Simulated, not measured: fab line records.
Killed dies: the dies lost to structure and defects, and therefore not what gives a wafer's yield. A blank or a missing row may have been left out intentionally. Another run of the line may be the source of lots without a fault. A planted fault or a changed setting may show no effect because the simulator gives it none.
A lot that was struck, set against a sound lot -- flow sky130 -- 29 out of 708 route steps
Sound: wafers L822.1, L822.3, L822.4. Struck: wafer L829.3. (L829.4, L829.5 of the same lot were not struck and are left out.) The cause comes at the end.
Per side, at each step with rows, come the tool, then ch with its chambers, and then its first start. Under that, the readings that differ: sound wafers -- struck wafers -- difference of the means -- sigmas: that difference in standard deviations of wafers without a fault.
alike: words and numbers the same on both sides, and readings whose means are apart by under 2 such deviations; not compared: readings that were withheld, readings missing a value for some wafer, numbers with overlapping values and no deviation given by the record, and bounds like >300 which may hide the same value.
The two part at a step that has a row with sigmas, a row that says differs or no value, or rows on one side only. When numbers do not overlap yet have no deviation, they are printed without sigmas and do not part them. Lack of a reading on every wafer of one side parts them only where that side has two or more wafers.

SKY_POLY_GATE_CD_MEAS_13: target cd 150 nm.
  struck on cd-sem-01, day 20 17:09; sound on cd-sem-01, day 18 08:47
  alike: cd-nm
SKY_POLY_GATE_OVL_MEAS_14:
  struck on overlay-01, day 20 17:14; sound on overlay-02, day 18 08:55
  alike: POLY_GATE_OVL
SKY_POLY_GATE_ETCH_15: etches BARC in N2/H2, stops on SiO2, time 118.5 s, target depth 110 nm.
  sound on rie-diel-04 ch 0,1,3, day 18 08:56; struck on rie-diel-04 ch 3, day 20 17:16
reading,sound,struck,difference,sigmas
rf-fwd-power-W (W),496.6 497.2 493.2,499.7,+4.0,+2
rf-hours-counter-h (h),88 4 10,89,+55,
  alike: drypump-motor-current-A, oes-product-au, throttle-valve-pct
SKY_POLY_GATE_ETCH_16: etches Si3N4 in CH3F/O2, stops on poly-Si, time 147.5 s, target depth 75 nm.
  sound on rie-diel-04 ch 0,1,3, day 18 09:01; struck on rie-diel-04 ch 3, day 20 17:20
reading,sound,struck,difference,sigmas
rf-hours-counter-h (h),88 4 10,89,+55,
  alike: ch3f-flow-sccm, drypump-motor-current-A, oes-product-au, rf-fwd-power-W, throttle-valve-pct
SKY_POLY_GATE_ETCH_17: etches poly-Si in HBr/Cl2, stops on SiO2, target depth 180 nm, time 70.5 s.
  sound on rie-si-02 ch 0,1,3, day 18 09:07; struck on rie-si-02 ch 1, day 20 17:26
reading,sound,struck,difference,sigmas
mfc-cl2-sccm (sccm),49.69 49.69 49.85,50.28,+0.54,+3
rf-hours-counter-h (h),30 3 15,31,+15,
  alike: drypump-motor-current-A, oes-product-au, rf-fwd-power-W, throttle-valve-pct
SKY_POLY_GATE_STRIP_18: strips in O2/N2.
  sound on plasma-asher-02 ch 0,1, day 18 09:11; struck on plasma-asher-01 ch 1, day 20 17:32
  alike: drypump-motor-current-A, oes-product-au, strip-time-to-endpoint-s
  not compared: rf-hours-counter-h
then, 2 steps without rows for these wafers: SKY_POLY_GATE_CLEAN_19 (cleans in SC1/SC2, time 150 s); SKY_POLY_GATE_OXIDATION_20 (stabilise 600 s, purge 300 s, target thk 4 nm).
SKY_POLY_GATE_THK_MEAS_21:
  struck on film-metro-02, day 20 18:55; sound on film-metro-01, day 18 11:50
  alike: POLY_GATE_OXIDATION_THK
SKY_POLY_GATE_CD_MEAS_22:
  struck on cd-sem-02, day 20 19:01; sound on cd-sem-01, day 18 11:53
  alike: cd-nm
then, 2 steps without rows for these wafers: SKY_LDD_N_DEHYDRATE_00 (time 60 s); SKY_LDD_N_HMDS_01 (prime time 60 s).
SKY_LDD_N_COAT_02: resist thk 300 nm.
  sound on litho-track-04 ch 0, day 19 04:11; struck on litho-track-03 ch 0, day 21 11:26
reading,sound,struck,difference,sigmas
model.NOVOLAK_of_LDD_N_COAT_02.thk-nm (nm),298.5 299 298.8,336.5,+37.7,
then, 3 steps without rows for these wafers: SKY_LDD_N_SOFTBAKE_03 (time 60 s); SKY_LDD_N_EXPOSE_04 (exposes mask NTM, target cd 840 nm); SKY_LDD_N_PEB_05.
SKY_LDD_N_DEVELOP_06: develop time 60 s.
  sound on litho-track-02 ch 0, day 19 19:34; struck on litho-track-04 ch 0, day 22 03:35
reading,sound,struck,difference,sigmas
model.NOVOLAK_of_LDD_N_COAT_02.thk-nm (nm),298.1 298.6 298.4,336.1,+37.7,
SKY_LDD_N_OVL_MEAS_07:
  struck on overlay-02, day 22 03:41; sound on overlay-02, day 19 19:43
  alike: LDD_N_OVL
then, 8 steps without rows for these wafers: SKY_LDD_N_IMPLANT_08; SKY_LDD_N_IMPLANT_09; SKY_LDD_N_IMPLANT_10; SKY_LDD_N_IMPLANT_11; SKY_LDD_N_IMPLANT_12; SKY_LDD_N_IMPLANT_13; SKY_LDD_N_IMPLANT_14; SKY_LDD_N_IMPLANT_15.
SKY_LDD_N_STRIP_16: strips in O2/N2.
  sound on plasma-asher-03 ch 0,1, day 19 20:58; struck on plasma-asher-01 ch 0, day 22 04:57
reading,sound,struck,difference,sigmas
drypump-motor-current-A (A),6.8 5.9 6.8,5.1,-1.4,-2
oes-product-au (a.u.),0.404 0.404 0.405,0.433,+0.029,+6
strip-time-to-endpoint-s (s),4.301 4.297 4.303,4.777,+0.477,+30
  not compared: rf-hours-counter-h
SKY_LDD_N_TW_MEAS_17:
  struck on film-metro-03, day 22 05:02; sound on film-metro-03, day 19 21:04
  alike: LDD_N_TW
-- here the record skips 27 days between the struck wafers' starts before and after, leaving off in module LDD_N and picking up in module PAD_OPEN (first step shown: number 708 of the route) --
SKY_PAD_OPEN_PROBE_99:
  struck on prober-02, day 48 22:15; sound on prober-02, day 47 11:33
reading,sound,struck,difference,sigmas
killed-dies,73 81 74,99,+23,+2
killed-open,40 51 40,59,+15,+2
  alike: killed_at_M0_to_M3, killed_at_M4_up, killed-at-contacts, killed-at-front-end, killed-at-other, killed-short

WHERE THEY PART
Earliest at SKY_POLY_GATE_ETCH_15; latest, in this record, at SKY_PAD_OPEN_PROBE_99.

WHY: the cause the simulator had injected
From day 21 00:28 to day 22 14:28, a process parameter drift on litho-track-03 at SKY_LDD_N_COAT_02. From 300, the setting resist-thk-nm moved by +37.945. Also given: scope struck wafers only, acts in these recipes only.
